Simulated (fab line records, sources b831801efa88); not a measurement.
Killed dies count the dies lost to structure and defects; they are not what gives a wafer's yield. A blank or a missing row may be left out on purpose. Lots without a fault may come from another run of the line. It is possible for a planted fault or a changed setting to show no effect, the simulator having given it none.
Chamber matching :: flow sky130 :: 4 sister chambers for SKY_VIA2_ETCH_15 on rie-diel-02
The step etches SiO2 in C4F8/O2/Ar, stops on TiN, target depth 546 nm, time 84 s. 4 wafers are shown with their chamber, then 11 later ones without.

## WAFERS, EACH WITH ITS CHAMBER
wafer: L080.1
chamber: 1
oes-product-au (a.u.): 0.938

wafer: L085.2
chamber: 2
oes-product-au (a.u.): 0.934

wafer: L086.6
chamber: 0
oes-product-au (a.u.): 0.938

wafer: L087.2
chamber: 3
oes-product-au (a.u.): 0.934

## WAFERS WHOSE CHAMBER IS MISSING
wafer: L087.4
oes-product-au (a.u.): 0.951

wafer: L087.5
oes-product-au (a.u.): 0.941

wafer: L089.2
oes-product-au (a.u.): 0.932

wafer: L089.3
oes-product-au (a.u.): 0.938

wafer: L089.4
oes-product-au (a.u.): 0.940

wafer: L093.2
oes-product-au (a.u.): 0.941

wafer: L093.5
oes-product-au (a.u.): 0.948

wafer: L093.6
oes-product-au (a.u.): 0.941

wafer: L094.1
oes-product-au (a.u.): 0.936

wafer: L094.4
oes-product-au (a.u.): 0.940

wafer: L094.6
oes-product-au (a.u.): 0.943

## THE CHAMBER EACH PASSED THROUGH
wafer: L087.4
from the rows above: can't be placed: 0 or 1 or 2 or 3
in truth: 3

wafer: L087.5
from the rows above: can't be placed: 0 or 1 or 2 or 3
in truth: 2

wafer: L089.2
from the rows above: can't be placed: 2 or 3 or 0 or 1
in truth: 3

wafer: L089.3
from the rows above: can't be placed: 0 or 1 or 2 or 3
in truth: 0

wafer: L089.4
from the rows above: can't be placed: 0 or 1 or 2 or 3
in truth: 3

wafer: L093.2
from the rows above: can't be placed: 0 or 1 or 2 or 3
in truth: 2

wafer: L093.5
from the rows above: can't be placed: 0 or 1 or 2 or 3
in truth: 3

wafer: L093.6
from the rows above: can't be placed: 0 or 1 or 2 or 3
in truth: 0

wafer: L094.1
from the rows above: can't be placed: 0 or 1 or 2 or 3
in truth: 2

wafer: L094.4
from the rows above: can't be placed: 0 or 1 or 2 or 3
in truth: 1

wafer: L094.6
from the rows above: can't be placed: 0 or 1 or 2 or 3
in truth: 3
Correctly placed: 0 of 11. Cannot be placed on the basis of these rows: 11; the candidates contain the true chamber in 11. Number placed wrongly: 0.
How it was worked out, from the rows above alone: a wafer's distance from a chamber is the root of the sum, over the readings, of the square of ((its reading less the chamber's mean) divided by the reading's scatter). If the next closest chamber is less than 2 further off than the closest, the wafer can't be placed; otherwise it belongs to the closest. For every chamber, the mean is computed from those of its wafers that are shown. The scatter: with one shown wafer a chamber, the root of the mean of the squares of how far each hidden wafer lies from its nearest shown one.
